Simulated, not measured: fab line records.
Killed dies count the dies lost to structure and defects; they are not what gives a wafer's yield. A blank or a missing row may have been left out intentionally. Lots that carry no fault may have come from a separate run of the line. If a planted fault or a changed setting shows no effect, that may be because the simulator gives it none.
Code-filled problem report in 8D (eight disciplines) form + flow sky130 + the parts of the form that need people (team, actions taken, sign-off) are left out

## 1. THE ISSUE
At SKY_VIA2_ETCH_14, rf fwd power W averages 575.8 W over 2 wafers from 2 lots, while fault-free wafers read 494.5 W, standard deviation 2.4. Measured from the usual mean, that is +34 standard deviations.
The step: etches BARC in N2/H2, stops on SiO2, time 45.9 s, target depth 60 nm.
Earliest sighting: wafer L244.4 on rie diel-04 at day 41 00:59. At this step, 18 wafers from 6 lots have a number in the record. The rule behind "out" and "out of limits": a value lying over 4 standard deviations away from the usual mean. The other wafers with a number count as sound.

## 2. WHAT IT IS; WHAT IT IS NOT
| question                    | is                | is not                                                                         |
|-----------------------------|-------------------|--------------------------------------------------------------------------------|
| which readings at this step | rf fwd power W    | drypump motor current A, oes product au, throttle valve pct                    |
| which lots                  | L244, L246        | L232, L235, L249, L252                                                         |
| which wafers of those lots  | L244.4, L246.6    | L244.3, L244.5, L246.3, L246.4                                                 |
| read on which tools         | rie diel-04       | rie diel-01, rie diel-03                                                       |
| when                        | from day 41 00:59 | up to then (8 sound wafers); but 8 sound wafers of L246, L249, L252 came after |

## 3. WHAT RULES OUT EACH SUSPECT
Counting: if a tool at a process step up to the reading ran every lot that is out, it stays a suspect. Sound lots after the first of them don't rule it out here, since some wafers of a struck lot are sound.
- cmp-01 at SKY_VIA2_CMP_02 (polishes SiO2): kept. It ran every lot that is out, first L244 (day 40 00:02).
- rie diel-04 at SKY_VIA2_ETCH_14 (etches BARC in N2/H2, stops on SiO2, time 45.9 s, target depth 60 nm): kept. It processed each lot that is out (first: L244, day 41 00:59); up to then, its last sound lot is L232 (day 36 21:04). Its own readings are out on those wafers: rf fwd power W.
- rie diel-04, SKY_VIA2_ETCH_14: wafers that are out in chamber 2, sound lot-mates in chambers 0, 1.
The count leaves rie diel-04 at SKY_VIA2_ETCH_14 and cmp-01 at SKY_VIA2_CMP_02.

## 4. THE CAUSE (what the simulator had put in)
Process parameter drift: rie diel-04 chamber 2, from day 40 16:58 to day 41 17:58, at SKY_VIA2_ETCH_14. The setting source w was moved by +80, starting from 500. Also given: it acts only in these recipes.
Counting leaves 2 suspects; this tool is one of them.

## 5. THE EFFECT CHAIN, in route order
Each row: a reading whose mean over the struck wafers that have a number lies more than 3 standard deviations from the usual. Only readings for which the record gives a usual standard deviation are gone through. hours: the time from each lot's start at the first step in this table that gives one to its start at this step, as a median over the lots. sigmas: the change in usual standard deviations.
| hours | step             | reading        | usual   | on struck wafers | change | sigmas |
|-------|------------------|----------------|---------|------------------|--------|--------|
| 0     | SKY_VIA2_ETCH_14 | rf fwd power W | 494.5 W | 575.8            | +81.2  | +34    |
Process steps it contains:
- SKY_VIA2_ETCH_14: etches BARC in N2/H2, stops on SiO2, time 45.9 s, target depth 60 nm.

## 6. WHAT WOULD HAVE CAUGHT IT SOONER
In this record the first reading out of limits was taken at day 41 00:59, 8 hours after the fault began at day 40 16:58.
